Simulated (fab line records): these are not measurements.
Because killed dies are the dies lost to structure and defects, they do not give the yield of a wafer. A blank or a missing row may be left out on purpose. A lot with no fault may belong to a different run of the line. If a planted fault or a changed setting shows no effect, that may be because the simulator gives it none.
Comparing a struck lot with a sound one | flow sfq_line | 42 steps out of a route of 325
Sound: wafers L843.1, L843.2, L843.5. The struck wafers were L857.1, L857.5, L857.6. The cause is given at the end.
At each step with rows: each side's tool, then ch and its chambers, then its first start. Under that, the readings that differ: sound wafers | struck wafers | difference of the means | sigmas: that difference in standard deviations of wafers without a fault.
alike: same words and numbers on both sides, and readings whose means sit less than 2 such deviations apart. not compared: any withheld reading, any reading some wafer has no value for, any bound like >300 that may hide the same value, and any number with overlapping values for which the record gives no deviation.
A row with sigmas, a row that says differs or no value, or rows on one side alone: a step with any of these is where the two part. Numbers that don't overlap but have no deviation are shown without sigmas and don't part them. A reading that every wafer of one side lacks parts them only if that side has two wafers or more.

first, 6 steps without rows for these wafers: SFQ_TRILAYER_I0_VIA_LITHO_COAT_036 (resist thk 62 nm); SFQ_TRILAYER_I0_VIA_LITHO_COAT_031 (resist thk 650 nm); SFQ_TRILAYER_I0_VIA_LITHO_SOFTBAKE_035; SFQ_TRILAYER_I0_VIA_LITHO_EXPOSE_032 (exposes mask I0, target cd 500 nm); SFQ_TRILAYER_I0_VIA_LITHO_PEB_034 (peb time 60 s); SFQ_TRILAYER_I0_VIA_LITHO_DEVELOP_033 (time 60 s).
SFQ_I0_OVL_MEAS_908:
  sound on overlay-01 at day 21 10:34; struck on overlay-02 at day 26 23:31
  alike: I0_OVL
then, 1 step without rows for these wafers: SFQ_TRILAYER_I0_VIA_BARC_OPEN_VIA_ETCH_046 (etches BARC in O2, target depth 125 nm, time 41.7 s).
SFQ_TRILAYER_I0_VIA_ETCH_VIA_ETCH_034: etches SiO2 in CHF3, stops on Nb, target depth 260 nm.
  sound on rie_diel-03 ch 0,2, day 21 10:39; struck on rie_diel-03 ch 1,2, day 26 23:35
  alike: drypump_motor_current_A, oes_product_au
then, 3 steps without rows for these wafers: SFQ_TRILAYER_I0_VIA_STRIP_STRIP_035 (strips in O2); SFQ_TRILAYER_I0_VIA_STRIP_SOLV_CLEAN_036 (cleans in NMP, time 600 s); SFQ_TRILAYER_M1_DEP_PRE_CLEAN_038 (time 22.5 s).
SFQ_TRILAYER_M1_DEP_SPUTTER_037: material Nb, target thk 200 nm, time 133.3 s.
  sound on pvd_sputter-05 at day 21 11:46; struck on pvd_sputter-05 at day 27 01:37
  reading                                             | sound             | struck            | difference | sigmas
  model.Nb_of_TRILAYER_M1_DEP_SPUTTER_037.thk_nm (nm) | 199.9 200.8 200.5 | 231.8 231.3 232.6 | +31.5      |
  alike: cathode_dc_power_W, throttle_valve_pct
SFQ_M1_RS_MEAS_909: a four-point-probe measurement.
  sound on film_metro-03 at day 21 11:52; struck on film_metro-01 at day 27 01:43
  reading           | sound             | struck            | difference | sigmas
  M1_NB_RS (ohm/sq) | 0.889 0.884 0.886 | 0.767 0.767 0.764 | -0.120     | -10
then, 6 steps without rows for these wafers: SFQ_TRILAYER_M1_LITHO_COAT_044 (resist thk 62 nm); SFQ_TRILAYER_M1_LITHO_COAT_039 (resist thk 600 nm); SFQ_TRILAYER_M1_LITHO_SOFTBAKE_043; SFQ_TRILAYER_M1_LITHO_EXPOSE_040 (exposes mask M1, target cd 500 nm); SFQ_TRILAYER_M1_LITHO_PEB_042 (peb time 60 s); SFQ_TRILAYER_M1_LITHO_DEVELOP_041 (time 60 s).
-- the record jumps here: 6 days lie between the struck wafers' starts before and after --
SFQ_M1_OVL_MEAS_911:
  sound on overlay-02 at day 27 12:43; struck on overlay-01 at day 32 22:28
  alike: M1_OVL
SFQ_TRILAYER_M1_BARC_OPEN_METAL_ETCH_054: etches BARC in O2, target depth 125 nm, time 41.7 s.
  sound on rie_metal-04 ch 0,1, day 27 12:44; struck on rie_metal-04 ch 0,1, day 32 22:30
  alike: drypump_motor_current_A, he_backside_leak_sccm, oes_product_au
  not compared: rf_hours_counter_h
SFQ_TRILAYER_M1_ETCH_METAL_ETCH_042: etches Nb in Cl2/Ar, stops on SiO2, target depth 240 nm, time 120 s.
  sound on rie_metal-04 ch 0,1, day 27 12:48; struck on rie_metal-04 ch 0,1, day 32 22:33
  reading               | sound             | struck            | difference | sigmas
  oes_product_au (a.u.) | 0.894 0.889 0.895 | 0.976 0.976 0.973 | +0.082     | +10
  alike: drypump_motor_current_A, he_backside_leak_sccm
  not compared: rf_hours_counter_h
SFQ_TRILAYER_M1_STRIP_STRIP_043: strips in O2.
  sound on rie_metal-04 ch 0,1, day 27 12:56; struck on rie_metal-04 ch 0,1, day 32 22:41
  alike: drypump_motor_current_A, he_backside_leak_sccm, oes_product_au
  not compared: rf_hours_counter_h
then, 3 steps without rows for these wafers: SFQ_TRILAYER_M1_STRIP_SOLV_CLEAN_044 (cleans in NMP, time 600 s); SFQ_TRILAYER_I1_DEP_PECVD_045 (deposits SiO2 from SiH4/N2O, time 111.11 s, target thk 500 nm); SFQ_TRILAYER_I1_CMP_CMP_046 (polishes SiO2).
SFQ_I1_BOW_MEAS_912:
  sound on film_metro-04 at day 27 23:43; struck on film_metro-02 at day 33 06:49
  alike: I1_BOW
SFQ_TRILAYER_I1_METRO_MEASURE_047:
  sound on film_metro-04 at day 27 23:50; struck on film_metro-02 at day 33 06:56
  alike: thk_nm
then, 6 steps without rows for these wafers: SFQ_TRILAYER_I1_VIA_LITHO_COAT_054 (resist thk 62 nm); SFQ_TRILAYER_I1_VIA_LITHO_COAT_049 (resist thk 650 nm); SFQ_TRILAYER_I1_VIA_LITHO_SOFTBAKE_053; SFQ_TRILAYER_I1_VIA_LITHO_EXPOSE_050 (exposes mask I1, target cd 500 nm); SFQ_TRILAYER_I1_VIA_LITHO_PEB_052 (peb time 60 s); SFQ_TRILAYER_I1_VIA_LITHO_DEVELOP_051 (time 60 s).
SFQ_I1_OVL_MEAS_913:
  sound on overlay-02 at day 28 06:40; struck on overlay-02 at day 33 10:23
  reading     | sound  | struck   | difference | sigmas
  I1_OVL (nm) | 9 15 7 | -4 -8 -1 | -15        | -3
then, 1 step without rows for these wafers: SFQ_TRILAYER_I1_VIA_BARC_OPEN_VIA_ETCH_071 (etches BARC in O2, target depth 125 nm, time 41.7 s).
SFQ_TRILAYER_I1_VIA_ETCH_VIA_ETCH_052: etches SiO2 in CHF3, stops on Nb, target depth 260 nm.
  sound on rie_diel-02 ch 0,2, day 28 06:44; struck on rie_diel-02 ch 0,3, day 33 10:27
  alike: drypump_motor_current_A, oes_product_au
then, 3 steps without rows for these wafers: SFQ_TRILAYER_I1_VIA_STRIP_STRIP_053 (strips in O2); SFQ_TRILAYER_I1_VIA_STRIP_SOLV_CLEAN_054 (cleans in NMP, time 600 s); SFQ_TRILAYER_M2_DEP_PRE_CLEAN_056 (time 22.5 s).
-- the record jumps here: 58 days lie between the struck wafers' starts before and after --
SFQ_M8_BOW_MEAS_951:
  sound on film_metro-01 at day 82 05:55; struck on film_metro-04 at day 91 21:47
  reading                 | sound                | struck               | difference | sigmas
  model.etest.m1.ohm_um   | 1.783 1.775 1.777    | 1.548 1.547 1.545    | -0.232     |
  model.etest.i0.link_ohm | 1.966 1.956 1.954    | 1.816 1.827 1.82     | -0.138     |
  model.etest.m1.ohm_sq   | 0.8893 0.8854 0.8864 | 0.7669 0.7685 0.7643 | -0.1205    |
  model.etest.i1.link_ohm | 1.968 1.966 1.964    | 1.838 1.86 1.836     | -0.121     |
  alike: M8_BOW

WHERE THEY PART
At SFQ_M1_RS_MEAS_909 first; at SFQ_I1_OVL_MEAS_913 last (within this record only). Later steps at which nothing parts them and some readings are alike: SFQ_TRILAYER_I1_VIA_ETCH_VIA_ETCH_052, SFQ_M8_BOW_MEAS_951.

WHY: whatever the simulator had introduced
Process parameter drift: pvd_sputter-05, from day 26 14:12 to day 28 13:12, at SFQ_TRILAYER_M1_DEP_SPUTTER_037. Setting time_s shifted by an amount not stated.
